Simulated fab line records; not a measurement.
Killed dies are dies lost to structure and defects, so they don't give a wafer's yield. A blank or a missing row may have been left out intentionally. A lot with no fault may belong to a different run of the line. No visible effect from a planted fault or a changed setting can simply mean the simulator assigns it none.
What tool caused it?    flow gf180mcu    12 lots with 36 wafers sampled at 3 steps, on a route of 602 steps

## WHAT THE GAUGES READ, wafer by wafer
GF_POLY_GATE_CD_MEAS_18.
lot   measured      on         cd nm (nm)
L075  day 9 13:29   cd sem-01  284.3 279.3 285.8
L077  day 10 06:53  cd sem-01  284.9 285.5 279.8
L079  day 10 20:50  cd sem-01  281.4 281.2 280.4
L081  day 11 14:03  cd sem-02  278.9 281.7 279.1
L083  day 12 00:25  cd sem-01  285.7 280.6 282.8
L085  day 12 16:56  cd sem-01  281.0 279.1 278.0
L087  day 13 04:08  cd sem-01  279.4 283.1 281.8
L089  day 13 17:17  cd sem-02  281.2 278.5 277.4
L091  day 14 06:14  cd sem-02  278.1 279.5 280.9
L093  day 14 23:37  cd sem-02  279.6 275.9 280.8
L095  day 15 13:42  cd sem-01  275.5 279.5 273.8
L097  day 16 08:24  cd sem-01  279.0 276.0 277.9

## WHICH TOOL RAN EACH LOT (tool, then ch and the chambers of the sampled wafers, then the start)
lot   GF_MVSD_STRIP_10                      GF_VT_IMPLANT_STRIP_42
L075  plasma asher-02 ch 0, day 4 15:58     plasma asher-01 ch 0,1, day 7 19:46
L077  plasma asher-01 ch 0,1, day 5 04:58   plasma asher-01 ch 0,1, day 8 09:33
L079  plasma asher-03 ch 0,1, day 5 15:10   plasma asher-04 ch 0,1, day 8 22:49
L081  plasma asher-02 ch 0,1, day 6 05:07   plasma asher-04 ch 0,1, day 9 12:49
L083  plasma asher-01 ch 0,1, day 6 14:57   plasma asher-01 ch 0,1, day 10 03:16
L085  plasma asher-01 ch 0,1, day 7 03:25   plasma asher-04 ch 0,1, day 10 15:58
L087  plasma asher-02 ch 0,1, day 7 14:06   plasma asher-01 ch 0,1, day 11 03:27
L089  plasma asher-03 ch 0,1, day 8 00:31   plasma asher-01 ch 0,1, day 11 17:01
L091  plasma asher-02 ch 0,1, day 8 12:52   plasma asher-04 ch 0, day 12 06:16
L093  plasma asher-02 ch 0,1, day 9 01:46   plasma asher-01 ch 0,1, day 12 21:40
L095  plasma asher-03 ch 0,1, day 9 12:25   plasma asher-01 ch 0,1, day 13 11:55
L097  plasma asher-03 ch 0,1, day 10 05:52  plasma asher-01 ch 0,1, day 14 05:55
- GF_MVSD_STRIP_10: strips in O2/N2.
- GF_VT_IMPLANT_STRIP_42: strips in O2/N2.

## THE ANSWER, worked out from the rows above alone
Rule: what is usual is taken from the lots themselves. The widest of any qualifying gaps counts: lots, ordered by their means at a reading, are off when they make up no more than a third of the lots, leave a main group of 4 or more, and stand apart from it by 3 or more times the standard deviation of that group's means. A main group is skipped when, at the precision printed for the reading in the tables above, its means are all equal. Also off: a lot with no number at a reading for which 4 or more lots have one. Where the step has rows for the other lots, those lots are counted as sound.
No lot is off at any reading shown: from this, nothing can be told.

## WHAT HAD BEEN PUT IN BY THE SIMULATOR
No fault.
